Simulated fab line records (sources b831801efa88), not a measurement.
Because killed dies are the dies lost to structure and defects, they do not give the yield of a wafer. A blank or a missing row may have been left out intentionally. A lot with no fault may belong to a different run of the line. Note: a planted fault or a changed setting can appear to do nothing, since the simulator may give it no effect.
A single fault, viewed from 2 desks :: flow sky130 :: each desk holds nothing but its own numbers, with what lay behind them at the end

TOOL OWNER'S DESK, pecvd-02
The tool's own readings at SKY_CAP2M_CVD_00 (deposits SiO2, target thk 15.5 nm): means of the sampled wafers that have a number, for each lot that ran on this tool. Any lot whose mean is over 4 standard deviations away from the usual mean is out of limits and marked OUT; that distance is given in the brackets.
Columns: A = heater_power_outer_w at SKY_CAP2M_CVD_00, usual 421 W; B = heater_power_w at SKY_CAP2M_CVD_00, usual 716 W
lot: L797
first seen here: day 39 22:53
A: 378
B: 658

lot: L798
first seen here: day 40 07:58
A: 416
B: 723

lot: L800
first seen here: day 41 15:17
A: 394
B: 705
This desk's verdict: no lot among the 3 shows anything out of limits.

FROM THE METROLOGY DESK
Means of the sampled wafers that have a number, per lot and without regard to the tool the lot ran on: this is what the gauges read. Any lot whose mean is over 4 standard deviations away from the usual mean is out of limits and marked OUT; that distance is given in the brackets.
Columns: A = PASSIVATION_CVD_02_THK at SKY_PASSIVATION_THK_MEAS_03, usual 539 nm
lot: L796
first seen here: day 43 17:51
A: 547

lot: L797
first seen here: day 44 01:41
A: 539

lot: L798
first seen here: day 44 10:35
A: 531

lot: L799
first seen here: day 45 07:03
A: 544

lot: L800
first seen here: day 45 14:17
A: 545

lot: L804
first seen here: day 46 18:26
A: 545

lot: L809
first seen here: day 47 06:01
A: 543

lot: L811
first seen here: day 47 16:56
A: 532

lot: L814
first seen here: day 48 14:40
A: 542

lot: L815
first seen here: day 48 16:12
A: 540

lot: L816
first seen here: day 48 23:58
A: 536

lot: L817
first seen here: day 49 00:44
A: 538
This desk's verdict: no lot among the 12 shows anything out of limits.

PUT TOGETHER
The desk of the tool owner found nothing out of limits.
Nothing out of limits was seen by the metrology desk.

WHAT HAD BEEN PUT IN BY THE SIMULATOR
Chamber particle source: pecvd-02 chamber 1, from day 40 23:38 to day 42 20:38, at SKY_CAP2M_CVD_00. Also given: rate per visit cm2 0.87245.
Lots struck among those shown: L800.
